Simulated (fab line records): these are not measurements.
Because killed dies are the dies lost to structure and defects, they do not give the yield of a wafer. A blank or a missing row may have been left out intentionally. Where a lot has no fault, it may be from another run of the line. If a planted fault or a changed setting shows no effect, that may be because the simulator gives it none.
Problem report, 8D (eight disciplines) form, completed by code :: flow sky130 :: the parts of the form that need people (team, actions taken, sign-off) are left out

1. THE PROBLEM
At SKY_METAL5_METAL_ETCH_15, oes-product-au averages 0.809 a.u. over 4 wafers from 2 lots, while fault-free wafers read 0.894 a.u., standard deviation 0.0054. Measured from the usual mean, that is -16 standard deviations.
The step: etches the open film in Cl2/BCl3, stops on SiO2, target depth 1260 nm, time 252 s.
The first sign was on wafer L602.2 at day 47 05:19, on rie-metal-03. The record holds 33 wafers of 11 lots with a number at this step. Rule for "out", or "out of limits": more than 4 standard deviations from the usual mean. The rest of the wafers with a number are treated as sound.

2. WHAT IT IS, AND WHAT IT ISN'T
question: which readings at this step
is: oes-product-au
is not: drypump-motor-current-A, throttle-valve-pct

question: which lots
is: L602, L603
is not: L590, L591, L592, L593, L594, L595, L599, L609, L612

question: which wafers of those lots
is: L602.2, L602.3, L603.1, L603.6
is not: L602.1, L603.2

question: read on which tools
is: rie-metal-03
is not: rie-metal-02, rie-metal-04

question: when
is: from day 47 05:19
is not: up to then (22 sound wafers); but 7 sound wafers of L603, L609, L612 came after

3. SUSPECTS, AND WHAT RULES EACH OUT
Counting: a tool at a process step up to the reading stays a suspect if it ran every lot that is out. Sound lots after the first of them don't rule it out here, since some wafers of a struck lot are sound.
- rie-metal-03 at SKY_METAL5_METAL_ETCH_15 (etches the open film in Cl2/BCl3, stops on SiO2, target depth 1260 nm, time 252 s): kept. It ran every lot that is out, first L602 (day 47 05:19); its last sound lot up to then is L593 (day 44 19:54). Its own oes-product-au readings are out on those wafers.
- At SKY_METAL5_METAL_ETCH_15 on rie-metal-03, chamber 0 took the sound wafers of the same lots and chamber 1 took the wafers that are out.
Remaining after the count: rie-metal-03 at SKY_METAL5_METAL_ETCH_15.

4. THE CAUSE (what the simulator had put in)
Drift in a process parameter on rie-metal-03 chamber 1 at SKY_METAL5_METAL_ETCH_15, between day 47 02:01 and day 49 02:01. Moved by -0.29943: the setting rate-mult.
The count eliminated every tool but this one.

5. THE EFFECT CHAIN, in route order
Rows list readings where the struck wafers' mean (over those with a number) sits beyond 3 standard deviations from the usual. Readings are gone through only where the record gives a usual standard deviation; hours: the median, over the lots, of the time from a lot's start at the first step in this table giving one to that lot's start at this step; sigmas: the change measured in usual standard deviations.
hours: 0
step: SKY_METAL5_METAL_ETCH_15
reading: oes-product-au
usual: 0.894 a.u.
on struck wafers: 0.809
change: -0.085
sigmas: -16

hours: 0
step: SKY_METAL5_STRIP_16
reading: strip-time-to-endpoint-s
usual: 13.07 s
on struck wafers: 15.63
change: +2.56
sigmas: +15

hours: 41
step: SKY_PAD_OPEN_PROBE_99
reading: defect-limited-yield
usual: 82.5 %
on struck wafers: 0.0
change: -82.5
sigmas: -43

hours: 41
step: SKY_PAD_OPEN_PROBE_99
reading: killed_at_M4_up
usual: 2.9
on struck wafers: 410.8
change: +407.9
sigmas: +99 or more

hours: 41
step: SKY_PAD_OPEN_PROBE_99
reading: killed-dies
usual: 86
on struck wafers: 492
change: +406
sigmas: +44

hours: 41
step: SKY_PAD_OPEN_PROBE_99
reading: killed-on-rim
usual: 17
on struck wafers: 96
change: +79
sigmas: +23

hours: 41
step: SKY_PAD_OPEN_PROBE_99
reading: sort_bin_5_function
usual: 10.3 %
on struck wafers: 93.0
change: +82.7
sigmas: +55

hours: 41
step: SKY_PAD_OPEN_PROBE_99
reading: sort-n-pass
usual: 406
on struck wafers: 0
change: -406
sigmas: -44

hours: 41
step: SKY_PAD_OPEN_PROBE_99
reading: sort-yield-pct
usual: 82.5 %
on struck wafers: 0.0
change: -82.5
sigmas: -43
The process steps in it:
- SKY_METAL5_METAL_ETCH_15: etches the open film in Cl2/BCl3, stops on SiO2, target depth 1260 nm, time 252 s.
- SKY_METAL5_STRIP_16: strips in O2/N2.
- SKY_PAD_OPEN_PROBE_99

6. WHAT WOULD HAVE CAUGHT IT SOONER
In this record no reading fell out of limits until day 47 05:19, 3 hours after the fault had begun at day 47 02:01.
